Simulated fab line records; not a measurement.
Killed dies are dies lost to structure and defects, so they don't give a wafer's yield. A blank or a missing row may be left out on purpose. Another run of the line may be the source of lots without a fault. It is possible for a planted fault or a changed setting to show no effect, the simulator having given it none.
Lot-split experiment || flow sky130 || 5 lots, 23 wafers read, on a route of 708 steps

THE SPLIT ITSELF
At SKY_FIELD_ISO_COAT_08 (resist thk 450 nm), the setting spin_rpm was moved away from the recipe's 3000 rpm on 10 of the 23 wafers read, by -4.7% to +7.3%. This setting was run at the recipe's value on the other wafers.

The split's own step is where the reading is taken.

THE READING
KrF-thick_of_FIELD_ISO_COAT_08.thk_nm (the simulator's own value, which no gauge read), in nm, at SKY_FIELD_ISO_COAT_08 (resist thk 450 nm). There is no usual value for it anywhere in the file. Here, 13 wafers ran the recipe; their average is 450.5 nm with a standard deviation of 0.97 nm.

{"wafer": "L074.1", "tool, chamber at the split": "litho_track-01, 0", "spin_rpm as run, rpm": 2860, "against the recipe": "-4.7%", "KrF-thick_of_FIELD_ISO_COAT_08.thk_nm, nm": 461.9, "against lot-mates on the recipe": "+11.1"}
{"wafer": "L074.2", "tool, chamber at the split": "litho_track-01, 0", "spin_rpm as run, rpm": 3000, "against the recipe": "recipe", "KrF-thick_of_FIELD_ISO_COAT_08.thk_nm, nm": 450.8, "against lot-mates on the recipe": "-"}
{"wafer": "L074.5", "tool, chamber at the split": "litho_track-01, 0", "spin_rpm as run, rpm": 3000, "against the recipe": "recipe", "KrF-thick_of_FIELD_ISO_COAT_08.thk_nm, nm": 450.8, "against lot-mates on the recipe": "-"}
{"wafer": "L074.4", "tool, chamber at the split": "litho_track-01, 0", "spin_rpm as run, rpm": 2860, "against the recipe": "-4.7%", "KrF-thick_of_FIELD_ISO_COAT_08.thk_nm, nm": 461.1, "against lot-mates on the recipe": "+10.3"}
{"wafer": "L074.6", "tool, chamber at the split": "litho_track-01, 0", "spin_rpm as run, rpm": 2860, "against the recipe": "-4.7%", "KrF-thick_of_FIELD_ISO_COAT_08.thk_nm, nm": 461.3, "against lot-mates on the recipe": "+10.5"}
{"wafer": "L077.1", "tool, chamber at the split": "litho_track-02, 0", "spin_rpm as run, rpm": 3000, "against the recipe": "recipe", "KrF-thick_of_FIELD_ISO_COAT_08.thk_nm, nm": 451.1, "against lot-mates on the recipe": "-"}
{"wafer": "L077.2", "tool, chamber at the split": "litho_track-02, 0", "spin_rpm as run, rpm": 3143, "against the recipe": "+4.8%", "KrF-thick_of_FIELD_ISO_COAT_08.thk_nm, nm": 439.6, "against lot-mates on the recipe": -11.7}
{"wafer": "L077.3", "tool, chamber at the split": "litho_track-02, 0", "spin_rpm as run, rpm": 3143, "against the recipe": "+4.8%", "KrF-thick_of_FIELD_ISO_COAT_08.thk_nm, nm": 441.4, "against lot-mates on the recipe": -9.9}
{"wafer": "L077.4", "tool, chamber at the split": "litho_track-02, 0", "spin_rpm as run, rpm": 3000, "against the recipe": "recipe", "KrF-thick_of_FIELD_ISO_COAT_08.thk_nm, nm": 452, "against lot-mates on the recipe": "-"}
{"wafer": "L077.6", "tool, chamber at the split": "litho_track-02, 0", "spin_rpm as run, rpm": 3000, "against the recipe": "recipe", "KrF-thick_of_FIELD_ISO_COAT_08.thk_nm, nm": 450.9, "against lot-mates on the recipe": "-"}
{"wafer": "L081.1", "tool, chamber at the split": "litho_track-02, 0", "spin_rpm as run, rpm": 3000, "against the recipe": "recipe", "KrF-thick_of_FIELD_ISO_COAT_08.thk_nm, nm": 448.6, "against lot-mates on the recipe": "-"}
{"wafer": "L081.2", "tool, chamber at the split": "litho_track-02, 0", "spin_rpm as run, rpm": 3219, "against the recipe": "+7.3%", "KrF-thick_of_FIELD_ISO_COAT_08.thk_nm, nm": 434, "against lot-mates on the recipe": -14.8}
{"wafer": "L081.4", "tool, chamber at the split": "litho_track-02, 0", "spin_rpm as run, rpm": 3000, "against the recipe": "recipe", "KrF-thick_of_FIELD_ISO_COAT_08.thk_nm, nm": 449, "against lot-mates on the recipe": "-"}
{"wafer": "L081.5", "tool, chamber at the split": "litho_track-02, 0", "spin_rpm as run, rpm": 3000, "against the recipe": "recipe", "KrF-thick_of_FIELD_ISO_COAT_08.thk_nm, nm": 448.9, "against lot-mates on the recipe": "-"}
{"wafer": "L081.6", "tool, chamber at the split": "litho_track-02, 0", "spin_rpm as run, rpm": 3219, "against the recipe": "+7.3%", "KrF-thick_of_FIELD_ISO_COAT_08.thk_nm, nm": 432.6, "against lot-mates on the recipe": -16.2}
{"wafer": "L083.4", "tool, chamber at the split": "litho_track-03, 0", "spin_rpm as run, rpm": 3000, "against the recipe": "recipe", "KrF-thick_of_FIELD_ISO_COAT_08.thk_nm, nm": 451.1, "against lot-mates on the recipe": "-"}
{"wafer": "L083.6", "tool, chamber at the split": "litho_track-03, 0", "spin_rpm as run, rpm": 3000, "against the recipe": "recipe", "KrF-thick_of_FIELD_ISO_COAT_08.thk_nm, nm": 451.1, "against lot-mates on the recipe": "-"}
{"wafer": "L083.5", "tool, chamber at the split": "litho_track-03, 0", "spin_rpm as run, rpm": 3000, "against the recipe": "recipe", "KrF-thick_of_FIELD_ISO_COAT_08.thk_nm, nm": 450.9, "against lot-mates on the recipe": "-"}
{"wafer": "L085.1", "tool, chamber at the split": "litho_track-02, 0", "spin_rpm as run, rpm": 3000, "against the recipe": "recipe", "KrF-thick_of_FIELD_ISO_COAT_08.thk_nm, nm": 450.8, "against lot-mates on the recipe": "-"}
{"wafer": "L085.2", "tool, chamber at the split": "litho_track-02, 0", "spin_rpm as run, rpm": 2889, "against the recipe": "-3.7%", "KrF-thick_of_FIELD_ISO_COAT_08.thk_nm, nm": 460.2, "against lot-mates on the recipe": "+9.5"}
{"wafer": "L085.3", "tool, chamber at the split": "litho_track-02, 0", "spin_rpm as run, rpm": 3000, "against the recipe": "recipe", "KrF-thick_of_FIELD_ISO_COAT_08.thk_nm, nm": 450.6, "against lot-mates on the recipe": "-"}
{"wafer": "L085.4", "tool, chamber at the split": "litho_track-02, 0", "spin_rpm as run, rpm": 2889, "against the recipe": "-3.7%", "KrF-thick_of_FIELD_ISO_COAT_08.thk_nm, nm": 457.9, "against lot-mates on the recipe": "+7.2"}
{"wafer": "L085.6", "tool, chamber at the split": "litho_track-02, 0", "spin_rpm as run, rpm": 2889, "against the recipe": "-3.7%", "KrF-thick_of_FIELD_ISO_COAT_08.thk_nm, nm": 458.4, "against lot-mates on the recipe": "+7.7"}

FIT RESULTS
A straight line over all 23 wafers: KrF-thick_of_FIELD_ISO_COAT_08.thk_nm changes by -2.29 nm for each +1% of spin_rpm; r = -0.99; the points scatter about the line by 0.99 nm.
The same after taking each lot's own level away (the mean of its wafers on the recipe; 23 wafers): -2.2 nm for each +1%; r = -1.00; scatter 0.61 nm.
On that fit, the largest move of spin_rpm shifts the reading by 16 nm.
The lots' own levels span 448.83 to 451.33 nm, that is 2.6 times the standard deviation above.
The two slopes agree, so the slope changes little with the lot-to-lot level.
Check: -16.4 nm against its lot-mates is what the line predicts for one of the wafers moved furthest among these (+7.3%) when that wafer is left out of the fit. It came out at -14.8 nm against them.

THESE WAFERS: OTHER SPLITS
These wafers also went through other splits before the reading. Each is held against what the fit with the lots' levels taken away leaves over:
{"other split on the same wafers": "SKY_FIELD_ISO_CVD_03 pressure_mtorr", "wafers away from the commonest value": 15, "r with KrF-thick_of_FIELD_ISO_COAT_08.thk_nm (lot level and that fit taken away)": "+0.15"}

THE WHOLE CHAIN: every reading that the file lists as answering this split, in the file's order
{"step": "SKY_FIELD_ISO_COAT_08", "what it does": "resist thk 450 nm", "reading": "KrF-thick_of_FIELD_ISO_COAT_08.thk_nm (the simulator's own value, which no gauge read)", "change (the file's fit)": "-2.19 nm for each +1% of the setting", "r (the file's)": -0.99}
{"step": "SKY_FIELD_ISO_STRIP_16", "what it does": "strips in O2/N2", "reading": "strip_time_to_endpoint_s", "change (the file's fit)": "withheld for each +1% of the setting", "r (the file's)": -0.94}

FILE'S OWN FIT
KrF-thick_of_FIELD_ISO_COAT_08.thk_nm changes by -2.19 nm for each +1% of spin_rpm, r = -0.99.
